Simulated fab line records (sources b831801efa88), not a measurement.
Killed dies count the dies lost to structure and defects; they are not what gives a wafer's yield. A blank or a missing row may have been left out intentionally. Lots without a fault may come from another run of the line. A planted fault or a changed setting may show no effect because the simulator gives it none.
Which of the tools did it? -- flow sky130 -- 36 wafers from 12 lots sampled at 3 of the route's 708 steps

WHAT THE GAUGES SHOWED, per wafer
SKY_VT_ADJUST_NCORE_CD_MEAS_07 targets a cd of 380 nm.
lot,measured,on,cd nm (nm)
L600,day 8 12:29,cd sem-01,379.1 378.4 380.0
L602,day 9 02:03,cd sem-01,376.9 380.6 377.9
L603,day 9 08:36,cd sem-01,379.8 378.1 381.1
L604,day 9 20:57,cd sem-02,377.2 378.7 379.8
L606,day 10 05:43,cd sem-02,373.1 378.0 376.8
L607,day 10 15:41,cd sem-01,380.9 381.0 381.6
L608,day 10 22:50,cd sem-02,373.9 373.8 376.3
L611,day 11 20:57,cd sem-01,377.6 378.7 378.2
L614,day 12 17:38,cd sem-02,382.6 381.9 382.8
L615,day 13 04:28,cd sem-01,379.8 379.2 380.3
L618,day 14 04:55,cd sem-01,379.4 378.9 378.3
L623,day 16 00:54,cd sem-01,379.7 380.1 380.2

SKY_POLY_GATE_CD_MEAS_13 targets a cd of 150 nm.
lot,measured,on,cd nm (nm)
L600,day 15 23:40,cd sem-02,150.8 150.2 150.9
L602,day 17 02:12,cd sem-01,148.6 148.3 149.3
L603,day 17 06:47,cd sem-01,150.2 150.2 150.0
L604,day 17 18:56,cd sem-02,149.9 149.7 150.8
L606,day 18 08:24,cd sem-01,150.0 150.3 150.7
L607,day 19 05:23,cd sem-01,148.9 149.2 150.5
L608,day 19 12:40,cd sem-01,149.9 149.9 151.0
L611,day 20 18:51,cd sem-02,151.5 151.6 151.3
L614,day 21 16:43,cd sem-01,150.5 151.2 152.1
L615,day 22 08:42,cd sem-01,152.4 150.0 151.6
L618,day 23 05:13,cd sem-01,151.7 150.3 151.1
L623,day 25 07:20,cd sem-01,149.6 150.9 149.8

WHAT TOOL EACH LOT RAN ON (gives the tool, then ch and the chambers of the sampled wafers, and finally the start)
lot,SKY_VT_ADJUST_NCORE_STRIP_10
L600,"plasma asher-03 ch 0,1, day 8 12:47"
L602,"plasma asher-02 ch 0,1, day 9 02:22"
L603,"plasma asher-03 ch 0,1, day 9 08:53"
L604,"plasma asher-04 ch 0,1, day 9 21:14"
L606,"plasma asher-02 ch 0,1, day 10 06:01"
L607,"plasma asher-04 ch 1, day 10 15:58"
L608,"plasma asher-04 ch 0,1, day 10 23:07"
L611,"plasma asher-02 ch 0,1, day 11 21:16"
L614,"plasma asher-03 ch 0,1, day 12 17:55"
L615,"plasma asher-02 ch 0,1, day 13 04:46"
L618,"plasma asher-03 ch 0,1, day 14 05:13"
L623,"plasma asher-02 ch 0,1, day 16 01:11"
- SKY_VT_ADJUST_NCORE_STRIP_10: strips in O2/N2.

WHAT THE TOOLS THEMSELVES READ (means of the sampled wafers that have a number; where no wafer has one, the mark that the record gives instead)
SKY_VT_ADJUST_NCORE_STRIP_10.
lot,tool,drypump motor current A (A),n2 flow sccm (sccm),oes product au (a.u.),strip time to endpoint s (s)
L600,plasma asher-03,5.83,300.4,0.714,14.166
L602,plasma asher-02,5.89,300.0,0.719,14.171
L603,plasma asher-03,5.93,301.1,0.714,14.199
L604,plasma asher-04,5.82,300.7,0.710,14.185
L606,plasma asher-02,5.69,299.9,0.710,14.180
L607,plasma asher-04,5.96,299.9,0.709,14.164
L608,plasma asher-04,5.80,299.4,0.718,14.132
L611,plasma asher-02,5.90,299.7,0.716,14.175
L614,plasma asher-03,5.94,299.4,0.718,14.169
L615,plasma asher-02,5.91,299.8,0.717,14.179
L618,plasma asher-03,5.83,299.4,0.713,14.138
L623,plasma asher-02,5.68,301.0,0.717,14.139

THE ANSWER, worked out from the rows above alone
Rule: usual is defined by the lots themselves. Put in order of their means at a reading, lots are off if they are a third of the lots or fewer, leave a main group of 4 or more, and stand apart from it by a gap of 3 or more times the standard deviation of the main group's means; of several such gaps the widest counts. A main group whose means are all the same, to the digits that the tables above print for the reading, isn't used. Also off: a lot with no number at a reading for which 4 or more lots have one. Any other lot the step has rows for is counted as sound. The gauges are gone through in route order, then the tools' own readings, and for those a lot's mean is taken as printed above. At the first step where some lot is off, the reading lying furthest off is the one used; lots without a number count as furthest.
Across all readings shown, no lot is off: no conclusion can be drawn from this.

WHAT HAD BEEN PUT IN BY THE SIMULATOR
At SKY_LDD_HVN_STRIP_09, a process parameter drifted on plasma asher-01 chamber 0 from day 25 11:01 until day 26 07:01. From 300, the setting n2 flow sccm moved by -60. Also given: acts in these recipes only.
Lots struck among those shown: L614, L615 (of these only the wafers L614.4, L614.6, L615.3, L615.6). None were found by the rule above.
